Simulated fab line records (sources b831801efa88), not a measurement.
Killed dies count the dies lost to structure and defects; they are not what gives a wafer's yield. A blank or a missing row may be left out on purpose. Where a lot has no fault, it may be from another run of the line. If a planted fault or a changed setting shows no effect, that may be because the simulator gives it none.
A struck lot beside a sound one -- flow sky130 -- 19 steps out of a route of 708
Sound: wafers L886.1, L886.5, L886.6. Struck: wafers L892.1, L892.3, L892.6. The cause is named last.
Each step with rows lists, per side, the tool, then ch with its chambers, then its first start. Under that, the readings that differ: sound wafers -- struck wafers -- difference of the means -- sigmas: that difference in standard deviations of wafers without a fault.
alike: words and numbers the same on both sides, and readings whose means are apart by under 2 such deviations; not compared: readings that were withheld, readings missing a value for some wafer, numbers with overlapping values and no deviation given by the record, and bounds like >300 which may hide the same value.
The two part at a step that has a row with sigmas, a row that says differs or no value, or rows on one side only. Numbers that don't overlap but have no deviation are shown without sigmas and don't part them. Lack of a reading on every wafer of one side parts them only where that side has two or more wafers.

first, 6 steps without rows for these wafers: SKY_RES_XHIGH_COAT_02 (resist thk 1140 nm); SKY_RES_XHIGH_SOFTBAKE_03 (time 60 s); SKY_RES_XHIGH_EXPOSE_04 (exposes mask URPM, target cd 1270 nm); SKY_RES_XHIGH_PEB_05; SKY_RES_XHIGH_DEVELOP_06 (develop time 60 s); SKY_RES_XHIGH_IMPLANT_07.
SKY_RES_XHIGH_STRIP_08: strips in O2/N2.
  sound on plasma asher-03 ch 0,1, day 28 06:36; struck on plasma asher-03 ch 0,1, day 30 07:50
  alike: drypump motor current A, oes product au, strip time to endpoint s
  not compared: rf hours counter h
SKY_RES_XHIGH_TW_MEAS_09:
  sound: film metro-01 at day 28 06:42; struck: film metro-04 at day 30 07:56
  alike: RES_XHIGH_TW
then, 4 steps without rows for these wafers: SKY_SD_N_DEHYDRATE_00 (time 60 s); SKY_SD_N_HMDS_01 (prime time 60 s); SKY_SD_N_COAT_02 (resist thk 1140 nm); SKY_SD_N_SOFTBAKE_03 (time 60 s).
SKY_SD_N_EXPOSE_04: exposes mask NSDM, target cd 380 nm.
  sound on iline stepper-02 ch 0, day 28 20:25; struck on iline stepper-02 ch 0, day 30 21:34
reading,sound,struck,difference,sigmas
model.SD_N.overlay x nm (nm),-0.03237 -0.03237 -0.03237,-66.52 -66.52 -66.52,-66.49,
  alike: mask
then, 2 steps without rows for these wafers: SKY_SD_N_PEB_05; SKY_SD_N_DEVELOP_06 (develop time 60 s).
SKY_SD_N_CD_MEAS_07: target cd 380 nm.
  sound: cd sem-02 at day 29 10:38; struck: cd sem-01 at day 31 10:59
  alike: cd nm
SKY_SD_N_OVL_MEAS_08:
  sound: overlay-02 at day 29 10:46; struck: overlay-02 at day 31 11:07
reading,sound,struck,difference,sigmas
SD_N_OVL (nm),-2.5 -0.1 0.4,-68.1 -66.8 -66.6,-66.4,-44
then, 2 steps without rows for these wafers: SKY_SD_N_IMPLANT_09; SKY_PAD_OPEN_PROBE_99.

WHERE THEY PART
Only at SKY_SD_N_OVL_MEAS_08, as far as this record shows.

WHY: what the simulator had put in
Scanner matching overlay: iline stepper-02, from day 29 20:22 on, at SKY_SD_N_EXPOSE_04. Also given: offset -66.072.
